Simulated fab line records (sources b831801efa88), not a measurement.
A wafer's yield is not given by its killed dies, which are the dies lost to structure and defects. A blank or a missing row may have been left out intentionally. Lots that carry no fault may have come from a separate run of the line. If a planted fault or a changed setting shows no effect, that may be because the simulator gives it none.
8D (eight disciplines) problem report, filled in by code    flow gf180mcu    the parts of the form that need people (team, actions taken, sign-off) are left out

1. THE ISSUE
chamberPressurePa at GF_CONTACT_SPUTTER_22 reads a mean of 5.669 Pa on 6 wafers of 2 lots; wafers without a fault read 4.998 Pa with a standard deviation of 0.01. That is +67 standard deviations from the usual mean.
The step: material Ti, target thk 15 nm, time 80.02 s.
First observed at day 22 08:30: wafer L111.1, on pvdSputter-02. At this step, 18 wafers from 6 lots have a number in the record. The rule behind "out" and "out of limits": a value lying over 4 standard deviations away from the usual mean. The rest of the wafers with a number are treated as sound.

2. WHAT IT IS, AND WHAT IT ISN'T
question                     is                      is not
which readings at this step  chamberPressurePa       -
which lots                   L111, L112              L100, L114, L116, L999
which wafers of those lots   all that have a number  -
read on which tools          pvdSputter-02           pvdSputter-03, pvdSputter-04
when                         from day 22 08:30       up to then (6 sound wafers); but 6 sound wafers of L114, L116 came after

3. WHAT RULES OUT EACH SUSPECT
Counting: a tool at a process step up to the reading stays a suspect if it ran every lot that is out and no sound lot after the first of them.
- rieDiel-03 at GF_CONTACT_ETCH_16 (etches BARC in N2/H2): ruled out as a lasting fault. After its first lot that is out, L111 (day 22 07:38), sound lots L116 ran on it.
- rieDiel-03 at GF_CONTACT_ETCH_17 (etches SiO2 in C4F8/O2/Ar, stops on CoSi2, target depth 860 nm): ruled out as a lasting fault. After its first lot that is out, L111 (day 22 07:53), sound lots L116 ran on it. GF_CONTACT_ETCH_17: start missing for some lots; hours and lot order therefore follow GF_CONTACT_STRIP_18.
- pvdSputter-02 at GF_CONTACT_SPUTTER_22 (material Ti, target thk 15 nm, time 80.02 s): kept. It ran every lot that is out, first L111 (day 22 08:30), and no sound lot after that; its last sound lot up to then is L100 (day 18 04:43). Its own readings are out on those wafers: chamberPressurePa.
Remaining after the count: pvdSputter-02 at GF_CONTACT_SPUTTER_22.

4. THE CAUSE (what the simulator had put in)
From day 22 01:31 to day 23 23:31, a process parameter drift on pvdSputter-02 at GF_CONTACT_SPUTTER_22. Setting chamberPressurePa, moved by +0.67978, from 5. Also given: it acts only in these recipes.
The count eliminated every tool but this one.

5. THE CHAIN OF EFFECTS, in route order
Each row: a reading whose mean over the struck wafers that have a number lies more than 3 standard deviations from the usual. Readings are gone through only where the record gives a usual standard deviation; hours: the median, over the lots, of the time from a lot's start at the first step in this table giving one to that lot's start at this step; sigmas: the change measured in usual standard deviations.
hours  step                   reading            usual     on struck wafers  change  sigmas
0      GF_CONTACT_SPUTTER_22  chamberPressurePa  4.998 Pa  5.669             +0.671  +67
It contains these process steps:
- GF_CONTACT_SPUTTER_22: material Ti, target thk 15 nm, time 80.02 s.

6. HOW IT WOULD HAVE BEEN CAUGHT EARLIER
In this record no reading fell out of limits until day 22 08:30, 7 hours after the fault had begun at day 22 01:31.
